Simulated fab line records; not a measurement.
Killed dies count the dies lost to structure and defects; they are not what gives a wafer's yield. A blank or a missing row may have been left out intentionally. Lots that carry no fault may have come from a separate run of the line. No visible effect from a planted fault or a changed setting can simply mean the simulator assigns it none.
A lot that was struck, set against a sound lot + flow sky130 + 19 out of 708 route steps
Sound: wafers L370.2, L370.4, L370.5. Struck: wafer L363.6 (left out: L363.2, L363.5 of the same lot, which were not struck); the cause appears at the end.
Per side, at each step with rows, come the tool, then ch with its chambers, and then its first start. Under that, the readings that differ: sound wafers + struck wafers + difference of the means + sigmas: that difference in standard deviations of wafers without a fault.
alike: same words and numbers on both sides, and readings whose means sit less than 2 such deviations apart. not compared: any withheld reading, any reading some wafer has no value for, any bound like >300 that may hide the same value, and any number with overlapping values for which the record gives no deviation.
A row with sigmas, a row that says differs or no value, or rows on one side alone: a step with any of these is where the two part. Numbers that have no deviation but don't overlap get no sigmas and don't part them. A reading missing from all wafers of one side parts the sides only when that side holds two or more wafers.

first, 2 steps without rows for these wafers: SKY_METAL2_CLEAN_23 (cleans in O3/DIW); SKY_VIA2_HDPCVD_00 (deposits SiO2, target thk 1180 nm, time 196.7 s).
SKY_VIA2_THK_MEAS_01:
  sound on film_metro-01 at day 40 22:34; struck on film_metro-03 at day 40 07:03
  alike: VIA2_HDPCVD_THK
SKY_VIA2_CMP_02: polishes SiO2.
  sound on cmp-02 ch 0,2, day 40 22:40; struck on cmp-01 ch 0, day 40 07:06
  alike: motor_current_A
SKY_VIA2_BOW_MEAS_03:
  sound on film_metro-03 at day 40 22:56; struck on film_metro-01 at day 40 07:25
  alike: VIA2_BOW
then, 7 steps without rows for these wafers: SKY_VIA2_DEHYDRATE_04 (time 60 s); SKY_VIA2_HMDS_05 (prime time 60 s); SKY_VIA2_COAT_06 (resist thk 60 nm); SKY_VIA2_COAT_07 (resist thk 450 nm); SKY_VIA2_SOFTBAKE_08 (time 90 s); SKY_VIA2_EXPOSE_09 (exposes mask VIM2, target cd 200 nm); SKY_VIA2_PEB_10.
SKY_VIA2_DEVELOP_11: develop time 60 s.
  sound on litho_track-03 ch 0, day 41 21:00; struck on litho_track-02 ch 0, day 41 08:00
  alike: chill_plate_temp_C, resist_line_temp_C
SKY_VIA2_CD_MEAS_12: the cd target is 200 nm.
  sound on cd_sem-02 at day 41 22:02; struck on cd_sem-02 at day 41 08:34
| reading    | sound             | struck | difference | sigmas |
|------------|-------------------|--------|------------|--------|
| cd_nm (nm) | 199.8 199.5 199.8 | 179.8  | -19.9      | -12    |
SKY_VIA2_OVL_MEAS_13:
  sound on overlay-02 at day 41 22:08; struck on overlay-01 at day 41 08:40
  alike: VIA2_OVL
SKY_VIA2_ETCH_14: etches BARC in N2/H2, stops on SiO2, time 45.9 s, target depth 60 nm.
  sound on rie_diel-04 ch 0,1,3, day 41 22:10; struck on rie_diel-04 ch 1, day 41 08:42
| reading               | sound             | struck | difference | sigmas |
|-----------------------|-------------------|--------|------------|--------|
| model.VIA2.cd_nm (nm) | 200.3 198.9 200.9 | 180    | -20        |        |
  alike: drypump_motor_current_A, oes_product_au, throttle_valve_pct
  not compared: rf_hours_counter_h
SKY_VIA2_ETCH_15: etches SiO2 in C4F8/O2/Ar, stops on TiN, target depth 546 nm, time 84 s.
  sound on rie_diel-04 ch 0,1,3, day 41 22:12; struck on rie_diel-04 ch 1, day 41 08:44
| reading               | sound             | struck | difference | sigmas |
|-----------------------|-------------------|--------|------------|--------|
| model.VIA2.cd_nm (nm) | 201.9 196.5 200.1 | 179.5  | -20.0      |        |
  alike: oes_product_au
  not compared: rf_hours_counter_h
SKY_VIA2_STRIP_16: strips in O2/N2.
  sound on plasma_asher-01 ch 0,1, day 41 22:16; struck on plasma_asher-04 ch 1, day 41 08:48
| reading                     | sound       | struck | difference | sigmas |
|-----------------------------|-------------|--------|------------|--------|
| drypump_motor_current_A (A) | 5.3 5.6 5.3 | 6.5    | +1.1       | +2     |
  alike: o2_flow_sccm, oes_product_au, strip_time_to_endpoint_s
  not compared: rf_hours_counter_h
-- the record jumps here: 9 days lie between the struck wafers' starts before and after (it left off in module VIA2 and takes up again in module PAD_OPEN, whose first step shown is number 708 of the route) --
SKY_PAD_OPEN_PROBE_99:
  sound on prober-01 at day 50 05:52; struck on prober-02 at day 49 21:12
| reading                       | sound             | struck | difference | sigmas |
|-------------------------------|-------------------|--------|------------|--------|
| killed_short                  | 33 35 34          | 53     | +19        | +3     |
| sort_bin_3_pad_short (%)      | 0.6 0.8 0.2       | 1.4    | +0.9       | +2     |
| model.etest.via2_chain.rc_ohm | 9.915 10.39 10.14 | 11.74  | +1.59      |        |
  alike: defect_limited_yield, killed_at_M0_to_M3, killed_at_M4_up, killed_at_contacts, killed_at_front_end, killed_at_other, killed_dies, killed_open, sort_bin_5_function, sort_bin_6_memory, sort_n_pass, sort_yield_pct

## WHERE THEY PART
Earliest at SKY_VIA2_CD_MEAS_12; latest, in this record, at SKY_PAD_OPEN_PROBE_99.

WHY: whatever the simulator had introduced
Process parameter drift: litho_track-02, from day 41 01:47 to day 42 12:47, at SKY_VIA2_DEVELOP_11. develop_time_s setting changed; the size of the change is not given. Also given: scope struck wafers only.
